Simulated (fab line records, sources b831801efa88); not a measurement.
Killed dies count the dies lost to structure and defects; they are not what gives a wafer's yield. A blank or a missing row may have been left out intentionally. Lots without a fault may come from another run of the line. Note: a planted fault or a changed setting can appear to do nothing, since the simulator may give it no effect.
The tool behind it: which one? -- flow sky130 -- Sampling: 13 lots, 37 wafers, 6 of 708 route steps

== WHAT THE GAUGES SHOWED, per wafer ==
SKY_VIA2_BOW_MEAS_03.
lot,measured,on,VIA2_BOW (um)
L531,day 37 01:28,film metro-01,97 90 97
L529,day 37 03:08,film metro-04,76 90 76
L532,day 37 17:34,film metro-01,77 83 96
L533,day 37 21:12,film metro-01,80 83 81
L535,day 38 04:35,film metro-01,89 82 90
L534,day 38 05:52,film metro-01,86 72 80
L536,day 38 21:35,film metro-03,76 91 87
L537,day 39 02:59,film metro-03,83 84 95
L539,day 39 14:37,film metro-01,83
L545,day 41 02:34,film metro-03,76 83 96
L546,day 41 09:21,film metro-04,76 100 80
L547,day 41 10:28,film metro-03,91 95 93
L549,day 42 07:27,film metro-03,99 85 93

SKY_VIA2_THK_MEAS_23: measures by xrf.
lot,measured,on,VIA2_W_THK (nm)
L531,day 38 05:47,film metro-03,430 426 429
L529,day 38 07:05,film metro-03,425 426 425
L532,day 38 21:22,film metro-04,437 440 448
L533,day 39 00:28,film metro-01,437 433 438
L535,day 39 07:36,film metro-03,426 425 426
L534,day 39 09:26,film metro-03,415 423 420
L536,day 40 01:10,film metro-03,432 425 426
L537,day 40 05:14,film metro-04,447 450 441
L539,day 40 17:19,film metro-01,432
L545,day 42 04:29,film metro-03,431 433 431
L546,day 42 11:01,film metro-03,429 429 425
L547,day 42 11:15,film metro-04,435 439 443
L549,day 43 08:07,film metro-04,441 453 446

SKY_CAPM_RS_MEAS_03: measurement is done with a four-point probe.
lot,measured,on,CAPM_TIN_RS (ohm/sq)
L531,day 38 06:31,film metro-01,6.93 6.95 6.98
L529,day 38 07:47,film metro-03,7.01 6.98 7.05
L532,day 38 22:07,film metro-03,6.94 6.69 6.88
L533,day 39 01:11,film metro-03,6.85 6.85 6.87
L535,day 39 08:20,film metro-02,7.04 6.91 6.87
L534,day 39 10:10,film metro-01,7.01 7.10 6.99
L536,day 40 01:53,film metro-02,6.93 7.02 6.98
L537,day 40 05:57,film metro-01,6.89 6.99 6.94
L539,day 40 18:04,film metro-02,6.30
L545,day 42 05:11,film metro-01,6.90 6.83 6.89
L546,day 42 11:44,film metro-01,6.79 7.00 6.82
L547,day 42 11:58,film metro-02,6.74 6.71 6.75
L549,day 43 08:50,film metro-01,6.80 6.86 6.86

SKY_CAPM_THK_MEAS_04: measures by xrf.
lot,measured,on,CAPM_TIN_THK (nm)
L531,day 38 06:37,film metro-01,199 199 198
L529,day 38 07:55,film metro-03,200 200 197
L532,day 38 22:14,film metro-03,201 208 202
L533,day 39 01:17,film metro-03,204 202 203
L535,day 39 08:27,film metro-02,198 202 204
L534,day 39 10:17,film metro-01,197 196 198
L536,day 40 01:59,film metro-02,202 199 200
L537,day 40 06:04,film metro-01,202 197 199
L539,day 40 18:08,film metro-02,221
L545,day 42 05:19,film metro-01,199 202 200
L546,day 42 11:51,film metro-01,203 196 202
L547,day 42 12:05,film metro-02,205 206 205
L549,day 43 08:57,film metro-01,205 203 202

== WHAT TOOL EACH LOT RAN ON (gives the tool, then ch and the chambers of the sampled wafers, and finally the start) ==
lot,SKY_METAL3_SPUTTER_03,SKY_CAPM_SPUTTER_02
L531,"pvd sputter-03, day 38 06:12","pvd sputter-04, day 38 06:21"
L529,"pvd sputter-01, day 38 07:32","pvd sputter-04, day 38 07:41"
L532,"pvd sputter-02, day 38 21:48","pvd sputter-01, day 38 22:00"
L533,"pvd sputter-02, day 39 00:53","pvd sputter-01, day 39 01:02"
L535,"pvd sputter-01, day 39 08:03","pvd sputter-02, day 39 08:13"
L534,"pvd sputter-01, day 39 09:53","pvd sputter-04, day 39 10:02"
L536,"pvd sputter-01, day 40 01:36","pvd sputter-04, day 40 01:45"
L537,"pvd sputter-02, day 40 05:40","pvd sputter-04, day 40 05:49"
L539,"pvd sputter-01, day 40 17:44","pvd sputter-04, day 40 17:55"
L545,"pvd sputter-03, day 42 04:56","pvd sputter-01, day 42 05:05"
L546,"pvd sputter-01, day 42 11:28","pvd sputter-02, day 42 11:37"
L547,"pvd sputter-03, day 42 11:41","pvd sputter-01, day 42 11:50"
L549,"pvd sputter-02, day 43 08:34","pvd sputter-01, day 43 08:43"
- SKY_METAL3_SPUTTER_03: material Ti, target thk 5 nm, time 3.3 s.
- SKY_CAPM_SPUTTER_02: material TiN, target thk 200 nm, time 166.7 s.

== WHAT THE TOOLS THEMSELVES READ (means of the sampled wafers that have a number; where no wafer has one, the mark that the record gives instead) ==
SKY_METAL3_SPUTTER_03.
lot,tool,chamber pressure pa (Pa),throttle valve pct (%)
L531,pvd sputter-03,0.4011,29.3
L529,pvd sputter-01,0.3997,30.2
L532,pvd sputter-02,0.4003,30.5
L533,pvd sputter-02,0.4001,29.6
L535,pvd sputter-01,0.4003,30.7
L534,pvd sputter-01,0.3997,30.2
L536,pvd sputter-01,0.3994,30.6
L537,pvd sputter-02,0.4000,31.4
L539,pvd sputter-01,0.3997,31.1
L545,pvd sputter-03,0.4006,29.3
L546,pvd sputter-01,0.3993,30.7
L547,pvd sputter-03,0.3993,29.3
L549,pvd sputter-02,0.4007,30.2

SKY_CAPM_SPUTTER_02.
lot,tool,chamber pressure pa (Pa),throttle valve pct (%)
L531,pvd sputter-04,0.3997,29.8
L529,pvd sputter-04,0.4001,29.3
L532,pvd sputter-01,0.4001,31.3
L533,pvd sputter-01,0.4002,30.3
L535,pvd sputter-02,0.4005,29.6
L534,pvd sputter-04,0.4003,30.0
L536,pvd sputter-04,0.3990,30.1
L537,pvd sputter-04,0.4003,30.1
L539,pvd sputter-04,0.4005,30.3
L545,pvd sputter-01,0.3994,30.7
L546,pvd sputter-02,0.4005,29.8
L547,pvd sputter-01,0.4002,30.8
L549,pvd sputter-01,0.4007,30.8

== THE ANSWER, worked out from the rows above alone ==
Rule: the usual values come from the lots themselves. The widest of any qualifying gaps counts: lots, ordered by their means at a reading, are off when they make up no more than a third of the lots, leave a main group of 4 or more, and stand apart from it by 3 or more times the standard deviation of that group's means. Not used: any main group whose means are identical at the precision the tables above print for the reading. A lot without any number at a reading at which 4 lots or more have one is off too. All remaining lots with rows at the step are treated as sound. First the gauges in route order, then the tools' own readings, where a lot's mean is used as printed above. The first step at which some lot is off is used, and at that step the reading that is off furthest; a lot without a number counts as furthest.
Off: at SKY_CAPM_RS_MEAS_03 (CAPM_TIN_RS), L539. Main group: mean 6.91 ohm/sq, sd 0.082.
If a tool, at a process step before that reading, ran all the lots that are off and no sound lot after the first of them, it fits. Those tools and the gauges at SKY_CAPM_RS_MEAS_03 are tried in the same way. One fits: pvd sputter-04 at SKY_CAPM_SPUTTER_02. Its last sound lot is L537 (day 40 05:49), its first lot that is off L539 (day 40 17:55): a fault that began between those two fits.

== WHAT THE SIMULATOR PUT IN ==
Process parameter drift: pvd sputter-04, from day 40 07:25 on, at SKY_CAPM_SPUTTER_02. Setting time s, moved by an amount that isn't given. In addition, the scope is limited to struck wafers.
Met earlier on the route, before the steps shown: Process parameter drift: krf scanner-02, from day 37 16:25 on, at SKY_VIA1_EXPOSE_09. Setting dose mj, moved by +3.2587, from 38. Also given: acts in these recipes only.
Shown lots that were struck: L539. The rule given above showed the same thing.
